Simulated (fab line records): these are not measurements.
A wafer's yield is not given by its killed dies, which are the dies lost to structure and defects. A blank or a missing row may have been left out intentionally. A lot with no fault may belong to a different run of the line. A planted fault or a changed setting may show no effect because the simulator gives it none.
fab line records / flow sky130 / part 2 of 2: steps 31 to 42 of 42
[record] lots = 5 wafers = 15 last-day = 51
route steps=708 shown RES_XHIGH@333 SD_N@342 SD_P@359 SALICIDE@361 LI_CONTACT@362
lots that met no fault: from a run of the same line without faults
start-h: hours from the record's opening day to when the first of the lot's shown wafers began / wait-h: hours from the lot's prior step to this one / " unchanged from the row above / L1.1+2: one row covering several wafers at once / - either no value or no given start / * or withheld: withheld / < > ~ a bound
route shown NAME@n: names a module that has steps shown in the file, with the first one's number in the route / usual: mean and standard deviation over wafers with no fault / same: alike in all rows / chamber/n: place in a boat / sites: each site's reading / _std_site: the values' standard deviation / _edge_site: inner sites' mean taken away from outer sites' mean / radius-mm: for every site, how far away it sits from the centre of the wafer / mask NAME#n: copy n / behind: the last tool/chamber to shape the wafer / hold: reason for holding the lot/hours on hold/outcome of the hold / device: the transistor (n, p or np) that didn't switch / end of line: the same wafers' tests at the end of the route / a step without rows: its recipe alone / killed: dies lost to structure and defects at the first sort, not the wafer's yield / map: a wafer's dies, x killed, . not, _ none there
set.NAME: the run value of the setting; set.NAME@STEP: its run value at that earlier step / model.NAME: the simulator's own value behind a step, which no gauge read
certain route steps with their lots: each step a table, each wafer a row
services: when a tool's chamber went out of use (start-h, in hours from the record's first day, below 0 if earlier), for how many hours, and the reason
[[steps]]
[step SKY_LI_CONTACT_CMP_02]
[recipe] material = PSG down-force-psi = 4 platen-rpm = 60 pad-velocity-m-s = 0.94248
[usual] motor-current-A = 11.7/0.89 platen-rpm = 60.00/0.038 slurry-filter-dp-kPa = 13.51/0.15 slurry-flow-ml-min = 150.0/0.45 time-to-endpoint-s = 31.2/2.3
lot.wafer=L077.2 tool=cmp-02 chamber=1 start-h=700.28 wait-h=0.1 motor-current-A=12.0 platen-rpm=59.98 slurry-filter-dp-kPa=13.53 slurry-flow-ml-min=150.1 time-to-endpoint-s=33.1
lot.wafer=L077.3 tool=cmp-02 chamber=2 start-h=700.28 wait-h=0.1 motor-current-A=10.5 platen-rpm=59.94 slurry-filter-dp-kPa=13.70 slurry-flow-ml-min=149.3 time-to-endpoint-s=31.6
lot.wafer=L077.5 tool=cmp-02 chamber=1 start-h=700.28 wait-h=0.1 motor-current-A=12.7 platen-rpm=59.91 slurry-filter-dp-kPa=13.48 slurry-flow-ml-min=150.0 time-to-endpoint-s=29.4
lot.wafer=L080.4 tool=cmp-01 chamber=2 start-h=720.03 wait-h=0.0 motor-current-A=11.3 platen-rpm=59.98 slurry-filter-dp-kPa=13.48 slurry-flow-ml-min=150.2 time-to-endpoint-s=31.5
lot.wafer=L080.6 tool=cmp-01 chamber=2 start-h=720.03 wait-h=0.0 motor-current-A=11.8 platen-rpm=60.01 slurry-filter-dp-kPa=13.37 slurry-flow-ml-min=150.6 time-to-endpoint-s=32.9
lot.wafer=L080.5 tool=cmp-01 chamber=3 start-h=720.03 wait-h=0.0 motor-current-A=12.5 platen-rpm=60.05 slurry-filter-dp-kPa=13.41 slurry-flow-ml-min=149.6 time-to-endpoint-s=27.7
lot.wafer=L090.1 tool=cmp-02 chamber=1 start-h=790.44 wait-h=0.1 motor-current-A=11.6 platen-rpm=60.02 slurry-filter-dp-kPa=13.30 slurry-flow-ml-min=150.7 time-to-endpoint-s=33.1
lot.wafer=L090.6 tool=cmp-02 chamber=3 start-h=790.44 wait-h=0.1 motor-current-A=11.6 platen-rpm=59.98 slurry-filter-dp-kPa=13.60 slurry-flow-ml-min=150.5 time-to-endpoint-s=26.5
lot.wafer=L090.5 tool=cmp-02 chamber=0 start-h=790.44 wait-h=0.1 motor-current-A=12.8 platen-rpm=59.99 slurry-filter-dp-kPa=13.38 slurry-flow-ml-min=150.1 time-to-endpoint-s=25.3
lot.wafer=L092.1 tool=cmp-02 chamber=0 start-h=808.69 wait-h=0.1 motor-current-A=12.9 platen-rpm=60.02 slurry-filter-dp-kPa=13.75 slurry-flow-ml-min=150.1 time-to-endpoint-s=28.4
lot.wafer=L092.2 tool=cmp-02 chamber=3 start-h=808.69 wait-h=0.1 motor-current-A=11.0 platen-rpm=60.04 slurry-filter-dp-kPa=13.47 slurry-flow-ml-min=150.2 time-to-endpoint-s=29.5
lot.wafer=L092.6 tool=cmp-02 chamber=1 start-h=808.69 wait-h=0.1 motor-current-A=10.9 platen-rpm=60.02 slurry-filter-dp-kPa=13.33 slurry-flow-ml-min=150.1 time-to-endpoint-s=34.2
lot.wafer=L097.1 tool=cmp-02 chamber=2 start-h=835.24 wait-h=0.1 motor-current-A=10.9 platen-rpm=60.00 slurry-filter-dp-kPa=13.80 slurry-flow-ml-min=149.7 time-to-endpoint-s=29.2
lot.wafer=L097.2 tool=cmp-02 chamber=0 start-h=835.24 wait-h=0.1 motor-current-A=12.6 platen-rpm=59.99 slurry-filter-dp-kPa=13.43 slurry-flow-ml-min=150.0 time-to-endpoint-s=28.2
lot.wafer=L097.5 tool=cmp-02 chamber=3 start-h=835.24 wait-h=0.1 motor-current-A=10.2 platen-rpm=59.95 slurry-filter-dp-kPa=13.57 slurry-flow-ml-min=150.0 time-to-endpoint-s=31.9
[step SKY_LI_CONTACT_BOW_MEAS_03]
[recipe] mode = bow
[usual] LI_CONTACT_BOW = 55/6.8
lot.wafer=L077.2 tool=film-metro-01 chamber=- start-h=700.55 wait-h=0.2 LI_CONTACT_BOW[um]=57
lot.wafer=L077.3 tool=film-metro-01 chamber=- start-h=700.55 wait-h=0.2 LI_CONTACT_BOW[um]=48
lot.wafer=L077.5 tool=film-metro-01 chamber=- start-h=700.55 wait-h=0.2 LI_CONTACT_BOW[um]=57
lot.wafer=L080.4 tool=film-metro-02 chamber=- start-h=720.39 wait-h=0.3 LI_CONTACT_BOW[um]=44
lot.wafer=L080.5 tool=film-metro-02 chamber=- start-h=720.39 wait-h=0.3 LI_CONTACT_BOW[um]=64
lot.wafer=L080.6 tool=film-metro-02 chamber=- start-h=720.39 wait-h=0.3 LI_CONTACT_BOW[um]=58
lot.wafer=L090.1 tool=film-metro-04 chamber=- start-h=790.64 wait-h=0.1 LI_CONTACT_BOW[um]=46
lot.wafer=L090.5 tool=film-metro-04 chamber=- start-h=790.64 wait-h=0.1 LI_CONTACT_BOW[um]=44
lot.wafer=L090.6 tool=film-metro-04 chamber=- start-h=790.64 wait-h=0.1 LI_CONTACT_BOW[um]=52
lot.wafer=L092.1 tool=film-metro-01 chamber=- start-h=808.99 wait-h=0.2 LI_CONTACT_BOW[um]=53
lot.wafer=L092.2 tool=film-metro-01 chamber=- start-h=808.99 wait-h=0.2 LI_CONTACT_BOW[um]=66
lot.wafer=L092.6 tool=film-metro-01 chamber=- start-h=808.99 wait-h=0.2 LI_CONTACT_BOW[um]=59
lot.wafer=L097.1 tool=film-metro-02 chamber=- start-h=835.54 wait-h=0.2 LI_CONTACT_BOW[um]=62
lot.wafer=L097.2 tool=film-metro-02 chamber=- start-h=835.54 wait-h=0.2 LI_CONTACT_BOW[um]=64
lot.wafer=L097.5 tool=film-metro-02 chamber=- start-h=835.54 wait-h=0.2 LI_CONTACT_BOW[um]=53
[step SKY_LI_CONTACT_DEHYDRATE_04]
[recipe] temp-c = 200 time-s = 60
[usual] heater-power-total-W = 160.38/0.13
lot.wafer=L077.2 tool=litho-track-03 chamber=0 start-h=714.41 wait-h=13.8 heater-power-total-W=160.40
lot.wafer=L077.3 tool=litho-track-03 chamber=0 start-h=714.41 wait-h=13.8 heater-power-total-W=160.32
lot.wafer=L077.5 tool=litho-track-03 chamber=0 start-h=714.41 wait-h=13.8 heater-power-total-W=160.12
lot.wafer=L080.4 tool=litho-track-01 chamber=0 start-h=733.95 wait-h=13.5 heater-power-total-W=160.38
lot.wafer=L080.5 tool=litho-track-01 chamber=0 start-h=733.95 wait-h=13.5 heater-power-total-W=160.49
lot.wafer=L080.6 tool=litho-track-01 chamber=0 start-h=733.95 wait-h=13.5 heater-power-total-W=160.55
lot.wafer=L090.1 tool=litho-track-04 chamber=0 start-h=803.54 wait-h=12.9 heater-power-total-W=160.24
lot.wafer=L090.5 tool=litho-track-04 chamber=0 start-h=803.54 wait-h=12.9 heater-power-total-W=160.22
lot.wafer=L090.6 tool=litho-track-04 chamber=0 start-h=803.54 wait-h=12.9 heater-power-total-W=160.39
lot.wafer=L092.1 tool=litho-track-01 chamber=0 start-h=821.72 wait-h=12.7 heater-power-total-W=160.32
lot.wafer=L092.2 tool=litho-track-01 chamber=0 start-h=821.72 wait-h=12.7 heater-power-total-W=160.18
lot.wafer=L092.6 tool=litho-track-01 chamber=0 start-h=821.72 wait-h=12.7 heater-power-total-W=160.26
lot.wafer=L097.1 tool=litho-track-01 chamber=0 start-h=848.28 wait-h=12.7 heater-power-total-W=160.31
lot.wafer=L097.2 tool=litho-track-01 chamber=0 start-h=848.28 wait-h=12.7 heater-power-total-W=160.57
lot.wafer=L097.5 tool=litho-track-01 chamber=0 start-h=848.28 wait-h=12.7 heater-power-total-W=160.43
[step SKY_LI_CONTACT_HMDS_05]
[recipe] prime-time-s = 60 prime-temp-c = 120
lot.wafer=L077.2+3+5 tool=litho-track-03 chamber=0 start-h=714.56 wait-h=0.1
lot.wafer=L080.4+5+6 tool=litho-track-01 chamber=0 start-h=734.10 wait-h=0.1
lot.wafer=L090.1+5+6 tool=litho-track-04 chamber=0 start-h=803.69 wait-h=0.1
lot.wafer=L092.1+2+6 tool=litho-track-01 chamber=0 start-h=821.87 wait-h=0.1
lot.wafer=L097.1+2+5 tool=litho-track-01 chamber=0 start-h=848.43 wait-h=0.1
[step SKY_LI_CONTACT_COAT_06]
[recipe] resist = BARC temp-c = withheld time-s = withheld spin-rpm = 3000 resist-thk-nm = 60
lot.wafer=L077.2+3+5 tool=litho-track-03 chamber=0 start-h=714.71 wait-h=0.1
lot.wafer=L080.4+5+6 tool=litho-track-01 chamber=0 start-h=734.25 wait-h=0.1
lot.wafer=L090.1+5+6 tool=litho-track-04 chamber=0 start-h=803.84 wait-h=0.1
lot.wafer=L092.1+2+6 tool=litho-track-01 chamber=0 start-h=822.02 wait-h=0.1
lot.wafer=L097.1+2+5 tool=litho-track-01 chamber=0 start-h=848.58 wait-h=0.1
[step SKY_LI_CONTACT_COAT_07]
[recipe] resist = KrF-thick spin-rpm = 3000 resist-thk-nm = 450
lot.wafer=L077.2+3+5 tool=litho-track-03 chamber=0 start-h=- wait-h=-
lot.wafer=L080.4+5+6 tool=litho-track-01 chamber=0 start-h=- wait-h=-
lot.wafer=L090.1+5+6 tool=litho-track-04 chamber=0 start-h=- wait-h=-
lot.wafer=L092.1+2+6 tool=litho-track-01 chamber=0 start-h=- wait-h=-
lot.wafer=L097.1+2+5 tool=litho-track-01 chamber=0 start-h=- wait-h=-
[step SKY_LI_CONTACT_SOFTBAKE_08]
[recipe] temp-c = 100 time-s = 90 resist = KrF-thick
[usual] heater-power-total-W = 57.34/0.13
lot.wafer=L077.2 tool=litho-track-03 chamber=0 start-h=- wait-h=- heater-power-total-W=57.38
lot.wafer=L077.3 tool=litho-track-03 chamber=0 start-h=- wait-h=- heater-power-total-W=57.37
lot.wafer=L077.5 tool=litho-track-03 chamber=0 start-h=- wait-h=- heater-power-total-W=57.28
lot.wafer=L080.4 tool=litho-track-01 chamber=0 start-h=- wait-h=- heater-power-total-W=57.37
lot.wafer=L080.5 tool=litho-track-01 chamber=0 start-h=- wait-h=- heater-power-total-W=57.35
lot.wafer=L080.6 tool=litho-track-01 chamber=0 start-h=- wait-h=- heater-power-total-W=57.47
lot.wafer=L090.1 tool=litho-track-04 chamber=0 start-h=- wait-h=- heater-power-total-W=57.47
lot.wafer=L090.5 tool=litho-track-04 chamber=0 start-h=- wait-h=- heater-power-total-W=57.53
lot.wafer=L090.6 tool=litho-track-04 chamber=0 start-h=- wait-h=- heater-power-total-W=57.19
lot.wafer=L092.1 tool=litho-track-01 chamber=0 start-h=- wait-h=- heater-power-total-W=57.13
lot.wafer=L092.2 tool=litho-track-01 chamber=0 start-h=- wait-h=- heater-power-total-W=57.35
lot.wafer=L092.6 tool=litho-track-01 chamber=0 start-h=- wait-h=- heater-power-total-W=57.48
lot.wafer=L097.1 tool=litho-track-01 chamber=0 start-h=- wait-h=- heater-power-total-W=57.27
lot.wafer=L097.2 tool=litho-track-01 chamber=0 start-h=- wait-h=- heater-power-total-W=57.28
lot.wafer=L097.5 tool=litho-track-01 chamber=0 start-h=- wait-h=- heater-power-total-W=57.17
[step SKY_LI_CONTACT_EXPOSE_09]
[recipe] mask-id = LICM1 na = 0.8 source-shape = annular sigma-inner = 0.55 sigma-outer = 0.85 target-cd-nm = 170 dose-mj = 38
lot.wafer=L077.2+3+5 tool=krf-scanner-02 chamber=0 start-h=- wait-h=- mask=LICM1#0
lot.wafer=L080.4+5+6 tool=krf-scanner-01 chamber=0 start-h=- wait-h=- mask=LICM1#0
lot.wafer=L090.1+5+6 tool=krf-scanner-02 chamber=0 start-h=- wait-h=- mask=LICM1#0
lot.wafer=L092.1+2+6 tool=krf-scanner-01 chamber=0 start-h=- wait-h=- mask=LICM1#0
lot.wafer=L097.1+2+5 tool=krf-scanner-01 chamber=0 start-h=- wait-h=- mask=LICM1#0
[step SKY_LI_CONTACT_PEB_10]
[recipe] peb-temp-c = withheld peb-time-s = withheld resist = KrF-thick
lot.wafer=L077.2+3+5 tool=litho-track-01 chamber=0 start-h=- wait-h=-
lot.wafer=L080.4+5+6 tool=litho-track-04 chamber=0 start-h=- wait-h=-
lot.wafer=L090.1+5+6 tool=litho-track-01 chamber=0 start-h=- wait-h=-
lot.wafer=L092.1+2+6 tool=litho-track-04 chamber=0 start-h=- wait-h=-
lot.wafer=L097.1+2+5 tool=litho-track-01 chamber=0 start-h=- wait-h=-
[step SKY_LI_CONTACT_DEVELOP_11]
[recipe] develop-time-s = 60 resist = KrF-thick dev-temp-c = 21
lot.wafer=L077.2+3+5 tool=litho-track-01 chamber=0 start-h=- wait-h=-
lot.wafer=L080.4+5+6 tool=litho-track-04 chamber=0 start-h=- wait-h=-
lot.wafer=L090.1+5+6 tool=litho-track-01 chamber=0 start-h=- wait-h=-
lot.wafer=L092.1+2+6 tool=litho-track-04 chamber=0 start-h=- wait-h=-
lot.wafer=L097.1+2+5 tool=litho-track-01 chamber=0 start-h=- wait-h=-
[step SKY_LI_CONTACT_CD_MEAS_12]
[recipe] target-cd-nm = 170
[usual] cd-nm = 170.1/1.3
lot.wafer=L077.2 tool=cd-sem-01 chamber=- start-h=729.14 wait-h=- cd-nm=170.8
lot.wafer=L077.3 tool=cd-sem-01 chamber=- start-h=729.14 wait-h=- cd-nm=171.2
lot.wafer=L077.5 tool=cd-sem-01 chamber=- start-h=729.14 wait-h=- cd-nm=169.1
lot.wafer=L080.4 tool=cd-sem-01 chamber=- start-h=748.90 wait-h=- cd-nm=168.9
lot.wafer=L080.5 tool=cd-sem-01 chamber=- start-h=748.90 wait-h=- cd-nm=170.6
lot.wafer=L080.6 tool=cd-sem-01 chamber=- start-h=748.90 wait-h=- cd-nm=169.6
lot.wafer=L090.1 tool=cd-sem-01 chamber=- start-h=817.22 wait-h=- cd-nm=168.6
lot.wafer=L090.5 tool=cd-sem-01 chamber=- start-h=817.22 wait-h=- cd-nm=169.3
lot.wafer=L090.6 tool=cd-sem-01 chamber=- start-h=817.22 wait-h=- cd-nm=168.0
lot.wafer=L092.1 tool=cd-sem-01 chamber=- start-h=835.89 wait-h=- cd-nm=170.8
lot.wafer=L092.2 tool=cd-sem-01 chamber=- start-h=835.89 wait-h=- cd-nm=170.6
lot.wafer=L092.6 tool=cd-sem-01 chamber=- start-h=835.89 wait-h=- cd-nm=170.3
lot.wafer=L097.1 tool=cd-sem-01 chamber=- start-h=862.53 wait-h=- cd-nm=171.0
lot.wafer=L097.2 tool=cd-sem-01 chamber=- start-h=862.53 wait-h=- cd-nm=171.7
lot.wafer=L097.5 tool=cd-sem-01 chamber=- start-h=862.53 wait-h=- cd-nm=170.9
[step SKY_LI_CONTACT_OVL_MEAS_13]
[usual] LI_CONTACT_OVL = -4/5
lot.wafer=L077.2 tool=overlay-02 chamber=- start-h=729.25 wait-h=0.1 LI_CONTACT_OVL[nm]=-7
lot.wafer=L077.3 tool=overlay-02 chamber=- start-h=729.25 wait-h=0.1 LI_CONTACT_OVL[nm]=-2
lot.wafer=L077.5 tool=overlay-02 chamber=- start-h=729.25 wait-h=0.1 LI_CONTACT_OVL[nm]=-8
lot.wafer=L080.4 tool=overlay-01 chamber=- start-h=748.98 wait-h=0.1 LI_CONTACT_OVL[nm]=4
lot.wafer=L080.5 tool=overlay-01 chamber=- start-h=748.98 wait-h=0.1 LI_CONTACT_OVL[nm]=5
lot.wafer=L080.6 tool=overlay-01 chamber=- start-h=748.98 wait-h=0.1 LI_CONTACT_OVL[nm]=3
lot.wafer=L090.1 tool=overlay-02 chamber=- start-h=817.34 wait-h=0.1 LI_CONTACT_OVL[nm]=-4
lot.wafer=L090.5 tool=overlay-02 chamber=- start-h=817.34 wait-h=0.1 LI_CONTACT_OVL[nm]=-5
lot.wafer=L090.6 tool=overlay-02 chamber=- start-h=817.34 wait-h=0.1 LI_CONTACT_OVL[nm]=-5
lot.wafer=L092.1 tool=overlay-01 chamber=- start-h=836.01 wait-h=0.1 LI_CONTACT_OVL[nm]=-10
lot.wafer=L092.2 tool=overlay-01 chamber=- start-h=836.01 wait-h=0.1 LI_CONTACT_OVL[nm]=-9
lot.wafer=L092.6 tool=overlay-01 chamber=- start-h=836.01 wait-h=0.1 LI_CONTACT_OVL[nm]=-4
lot.wafer=L097.1 tool=overlay-01 chamber=- start-h=862.65 wait-h=0.1 LI_CONTACT_OVL[nm]=-3
lot.wafer=L097.2 tool=overlay-01 chamber=- start-h=862.65 wait-h=0.1 LI_CONTACT_OVL[nm]=-5
lot.wafer=L097.5 tool=overlay-01 chamber=- start-h=862.65 wait-h=0.1 LI_CONTACT_OVL[nm]=-4
[[services]]
tool=wet-bench-04 chamber=- start-h=634.39 hours=28.0 kind=pm
tool=cmp-02 chamber=- start-h=634.69 hours=5.4 kind=pm
tool=iline-stepper-01 chamber=- start-h=642.06 hours=8.8 kind=repair
tool=implanter-02 chamber=- start-h=646.64 hours=6.6 kind=repair
tool=implanter-04 chamber=- start-h=649.92 hours=3.7 kind=pm
tool=iline-stepper-02 chamber=- start-h=652.70 hours=1.7 kind=pm
tool=rtp-anneal-02 chamber=- start-h=672.96 hours=1.9 kind=pm
tool=iline-stepper-01 chamber=- start-h=679.17 hours=1.7 kind=pm
tool=implanter-02 chamber=- start-h=692.23 hours=4.3 kind=repair
tool=hdpcvd-02 chamber=- start-h=701.15 hours=2.8 kind=pm
tool=krf-scanner-01 chamber=- start-h=702.81 hours=1.3 kind=pm
tool=plasma-asher-03 chamber=- start-h=704.69 hours=5.0 kind=repair
tool=krf-scanner-01 chamber=- start-h=705.11 hours=1.4 kind=repair
tool=implanter-02 chamber=- start-h=710.28 hours=4.4 kind=pm
tool=krf-scanner-01 chamber=- start-h=714.26 hours=1.0 kind=pm
tool=wet-bench-01 chamber=- start-h=715.77 hours=7.9 kind=repair
tool=krf-scanner-01 chamber=- start-h=721.25 hours=0.8 kind=pm
tool=plasma-asher-04 chamber=- start-h=733.75 hours=9.0 kind=pm
tool=iline-stepper-01 chamber=- start-h=744.85 hours=3.5 kind=repair
tool=implanter-02 chamber=- start-h=753.84 hours=3.4 kind=repair
tool=cmp-02 chamber=- start-h=773.32 hours=1.6 kind=repair
tool=implanter-02 chamber=- start-h=787.77 hours=0.5 kind=repair
tool=iline-stepper-02 chamber=- start-h=819.69 hours=12.4 kind=repair
tool=cmp-02 chamber=- start-h=844.01 hours=6.1 kind=repair
